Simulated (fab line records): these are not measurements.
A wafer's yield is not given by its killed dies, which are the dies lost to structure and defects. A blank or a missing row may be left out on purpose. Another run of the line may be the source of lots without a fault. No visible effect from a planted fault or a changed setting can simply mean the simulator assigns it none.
Chamber matching :: flow sky130 :: SKY_VIA1_ETCH_15 on rieDiel-01 has 4 sister chambers
The step etches SiO2 in C4F8/O2/Ar, stops on TiN, target depth 351 nm, time 54 s. 16 wafers are shown with their chamber, then 8 later ones without.

## WAFERS WITH THEIR CHAMBER
wafer: L842.1
chamber: 1
chamberPressureMTorr (mTorr): 40.02
oesProductAu (a.u.): 0.975

wafer: L842.2
chamber: 0
chamberPressureMTorr (mTorr): 39.98
oesProductAu (a.u.): 0.984

wafer: L842.4
chamber: 2
chamberPressureMTorr (mTorr): 40.04
oesProductAu (a.u.): 0.980

wafer: L843.1
chamber: 1
chamberPressureMTorr (mTorr): 40.00
oesProductAu (a.u.): 0.995

wafer: L843.3
chamber: 3
chamberPressureMTorr (mTorr): 40.07
oesProductAu (a.u.): 0.977

wafer: L843.6
chamber: 1
chamberPressureMTorr (mTorr): 39.98
oesProductAu (a.u.): 0.991

wafer: L846.2
chamber: 0
chamberPressureMTorr (mTorr): 40.03
oesProductAu (a.u.): 0.982

wafer: L846.3
chamber: 3
chamberPressureMTorr (mTorr): 40.03
oesProductAu (a.u.): 0.982

wafer: L846.5
chamber: 1
chamberPressureMTorr (mTorr): 39.93
oesProductAu (a.u.): 0.981

wafer: L848.1
chamber: 3
chamberPressureMTorr (mTorr): 40.01
oesProductAu (a.u.): 0.977

wafer: L848.4
chamber: 2
chamberPressureMTorr (mTorr): 39.95
oesProductAu (a.u.): 0.982

wafer: L848.6
chamber: 3
chamberPressureMTorr (mTorr): 39.97
oesProductAu (a.u.): 0.983

wafer: L849.1
chamber: 2
chamberPressureMTorr (mTorr): 39.97
oesProductAu (a.u.): 0.979

wafer: L849.2
chamber: 3
chamberPressureMTorr (mTorr): 40.01
oesProductAu (a.u.): 0.984

wafer: L849.5
chamber: 0
chamberPressureMTorr (mTorr): 40.02
oesProductAu (a.u.): 0.988

wafer: L851.1
chamber: 0
chamberPressureMTorr (mTorr): 40.05
oesProductAu (a.u.): 0.966

SIGNATURES, as means of the wafers listed above
reading: chamberPressureMTorr
chamber 0: 40.0200
chamber 1: 39.9825
chamber 2: 39.9867
chamber 3: 40.0180
scatter within a chamber: 0.0374

reading: oesProductAu
chamber 0: 0.98000
chamber 1: 0.98550
chamber 2: 0.98033
chamber 3: 0.98060
scatter within a chamber: 0.00696
Rule: for a wafer and a chamber, the distance is found by dividing, reading by reading, the gap between the wafer's reading and the chamber's mean by the reading's scatter, squaring, summing and taking the root. The wafer belongs to the nearest chamber; if the next one is less than 2 further off, it can't be placed. The scatter: the root of (the sum of the squares of (reading less its chamber's mean) over the shown wafers, divided by (wafers less chambers)).

## WAFERS WITHOUT THEIR CHAMBER
wafer: L851.2
chamberPressureMTorr (mTorr): 40.04
oesProductAu (a.u.): 0.980

wafer: L851.6
chamberPressureMTorr (mTorr): 39.97
oesProductAu (a.u.): 0.982

wafer: L863.3
chamberPressureMTorr (mTorr): 39.98
oesProductAu (a.u.): 0.984

wafer: L863.4
chamberPressureMTorr (mTorr): 40.03
oesProductAu (a.u.): 0.986

wafer: L863.5
chamberPressureMTorr (mTorr): 40.03
oesProductAu (a.u.): 0.980

wafer: L865.2
chamberPressureMTorr (mTorr): 39.98
oesProductAu (a.u.): 0.979

wafer: L865.5
chamberPressureMTorr (mTorr): 39.99
oesProductAu (a.u.): 0.988

wafer: L865.6
chamberPressureMTorr (mTorr): 40.03
oesProductAu (a.u.): 0.984

## WHICH CHAMBER EACH ONE RAN IN
wafer: L851.2
from the rows above: can't be placed: 0 or 3 or 2 or 1
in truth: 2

wafer: L851.6
from the rows above: can't be placed: 2 or 1 or 3 or 0
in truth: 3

wafer: L863.3
from the rows above: can't be placed: 1 or 2 or 3 or 0
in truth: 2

wafer: L863.4
from the rows above: can't be placed: 3 or 0 or 1 or 2
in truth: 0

wafer: L863.5
from the rows above: can't be placed: 0 or 3 or 2 or 1
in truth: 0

wafer: L865.2
from the rows above: can't be placed: 2 or 1 or 3 or 0
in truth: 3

wafer: L865.5
from the rows above: can't be placed: 1 or 2 or 3 or 0
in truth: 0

wafer: L865.6
from the rows above: can't be placed: 3 or 0 or 2 or 1
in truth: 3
Correctly placed: 0 of 8. Not placeable from these rows: 8 (in 8, the candidates include the true chamber). Number placed wrongly: 0.
